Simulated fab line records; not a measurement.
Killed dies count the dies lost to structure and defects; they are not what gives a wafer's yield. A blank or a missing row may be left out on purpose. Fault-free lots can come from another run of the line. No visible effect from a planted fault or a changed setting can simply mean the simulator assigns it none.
Struck lot and sound lot, side by side + flow sky130 + 24 steps out of a route of 708
Sound: wafers L260.1, L260.3, L260.6. Struck: wafer L276.5 (left out: L276.1, L276.3 of the same lot, which were not struck); the cause appears at the end.
At each step with rows: each side's tool, then ch and its chambers, then its first start. Under that, the readings that differ: sound wafers + struck wafers + difference of the means + sigmas: that difference in standard deviations of wafers without a fault.
alike: same words and numbers on both sides, and readings whose means sit less than 2 such deviations apart. not compared: any withheld reading, any reading some wafer has no value for, any bound like >300 that may hide the same value, and any number with overlapping values for which the record gives no deviation.
A row with sigmas, a row that says differs or no value, or rows on one side alone: a step with any of these is where the two part. Non-overlapping numbers with no deviation appear without sigmas and do not part them. A reading that every wafer of one side lacks parts them only if that side has two wafers or more.

first, 3 steps without rows for these wafers: SKY_LOCAL_INTERCONNECT_STRIP_16 (strips in post etch residue remover, time 1200 s); SKY_LOCAL_INTERCONNECT_CLEAN_17 (cleans in IPA, time 180 s); SKY_LOCAL_INTERCONNECT_CLEAN_18 (cleans in O3/DIW).
SKY_CONTACT_CVD_00: deposits Si3N4, target thk 75 nm.
  sound on pecvd-03 ch 0,1,2, day 30 04:58; struck on pecvd-03 ch 0, day 35 12:38
  alike: heater power w, susceptor temp C
SKY_CONTACT_THK_MEAS_01:
  sound: film metro-01 at day 30 05:00; struck: film metro-02 at day 35 12:41
  alike: CONTACT_CVD_00_THK
then, 1 step without rows for these wafers: SKY_CONTACT_HDPCVD_02 (deposits SiO2, target thk 565 nm, time 94.2 s).
SKY_CONTACT_THK_MEAS_03:
  sound: film metro-04 at day 30 05:08; struck: film metro-01 at day 35 12:49
  alike: CONTACT_HDPCVD_THK
SKY_CONTACT_CMP_04: polishes SiO2.
  sound on cmp-02 ch 0,1, day 30 05:11; struck on cmp-01 ch 3, day 35 12:55
  alike: motor current A, time to endpoint s
SKY_CONTACT_BOW_MEAS_05:
  sound: film metro-02 at day 30 05:29; struck: film metro-04 at day 35 13:10
  alike: CONTACT_BOW
then, 3 steps without rows for these wafers: SKY_CONTACT_DEHYDRATE_06 (time 60 s); SKY_CONTACT_HMDS_07 (prime time 60 s); SKY_CONTACT_COAT_08 (resist thk 60 nm).
SKY_CONTACT_COAT_09: resist thk 450 nm.
  sound on litho track-02 ch 0, day 30 18:00; struck on litho track-01 ch 0, day 36 02:00
| reading                                        | sound           | struck | difference | sigmas |
|------------------------------------------------|-----------------|--------|------------|--------|
| model.KrF-thick_of_CONTACT_COAT_09.thk nm (nm) | 449.1 448.9 449 | 400.2  | -48.8      |        |
  alike: chill plate temp C, exhaust pa
then, 4 steps without rows for these wafers: SKY_CONTACT_SOFTBAKE_10 (time 90 s); SKY_CONTACT_EXPOSE_11 (exposes mask CTM1, target cd 170 nm); SKY_CONTACT_PEB_12; SKY_CONTACT_DEVELOP_13 (develop time 60 s).
SKY_CONTACT_CD_MEAS_14: target cd 170 nm.
  sound: cd sem-02 at day 31 08:58; struck: cd sem-02 at day 36 15:02
| reading    | sound             | struck | difference | sigmas |
|------------|-------------------|--------|------------|--------|
| cd nm (nm) | 167.5 167.9 168.4 | 174.4  | +6.5       | +4     |
SKY_CONTACT_OVL_MEAS_15:
  sound: overlay-02 at day 31 09:05; struck: overlay-01 at day 36 15:10
  alike: CONTACT_OVL
SKY_CONTACT_ETCH_16: etches BARC in N2/H2, stops on SiO2, time 45.9 s, target depth 60 nm.
  sound on rie diel-02 ch 1,2, day 31 09:07; struck on rie diel-01 ch 2, day 36 15:11
  alike: drypump motor current A, oes product au, throttle valve pct
  not compared: rf hours counter h
SKY_CONTACT_ETCH_17: etches SiO2 in C4F8/O2/Ar, stops on Si3N4, target depth 340 nm.
  sound on rie diel-02 ch 1,2, day 31 09:10; struck on rie diel-01 ch 2, day 36 15:14
  alike: oes product au
SKY_CONTACT_ETCH_18: etches Si3N4 in CHF3/O2, stops on TiN, time 39 s, target depth 75 nm.
  sound on rie diel-02 ch 1,2; struck on rie diel-01 ch 2
| reading                                        | sound             | struck | difference | sigmas |
|------------------------------------------------|-------------------|--------|------------|--------|
| O2_flow_sccm (sccm)                            | 5.015 4.991 5.005 | 4.973  | -0.031     | -2     |
| model.KrF-thick_of_CONTACT_COAT_09.thk nm (nm) | 242 243.1 243.5   | 193.8  | -49.1      |        |
  alike: drypump motor current A, oes product au, throttle valve pct
  not compared: rf hours counter h
SKY_CONTACT_STRIP_19: strips in O2/N2.
  sound on plasma asher-03 ch 0,1, day 31 09:15; struck on plasma asher-04 ch 1, day 36 15:19
| reading                      | sound             | struck | difference | sigmas |
|------------------------------|-------------------|--------|------------|--------|
| oes product au (a.u.)        | 0.381 0.377 0.380 | 0.356  | -0.023     | -5     |
| strip time to endpoint s (s) | 3.620 3.612 3.617 | 3.088  | -0.528     | -18    |
  alike: drypump motor current A
  not compared: rf hours counter h
then, 1 step without rows for these wafers: SKY_CONTACT_STRIP_20 (strips in post etch residue remover, time 1200 s).

## WHERE THEY PART
Last at SKY_CONTACT_STRIP_19 as far as this record goes, first at SKY_CONTACT_CD_MEAS_14.

WHY: whatever the simulator had introduced
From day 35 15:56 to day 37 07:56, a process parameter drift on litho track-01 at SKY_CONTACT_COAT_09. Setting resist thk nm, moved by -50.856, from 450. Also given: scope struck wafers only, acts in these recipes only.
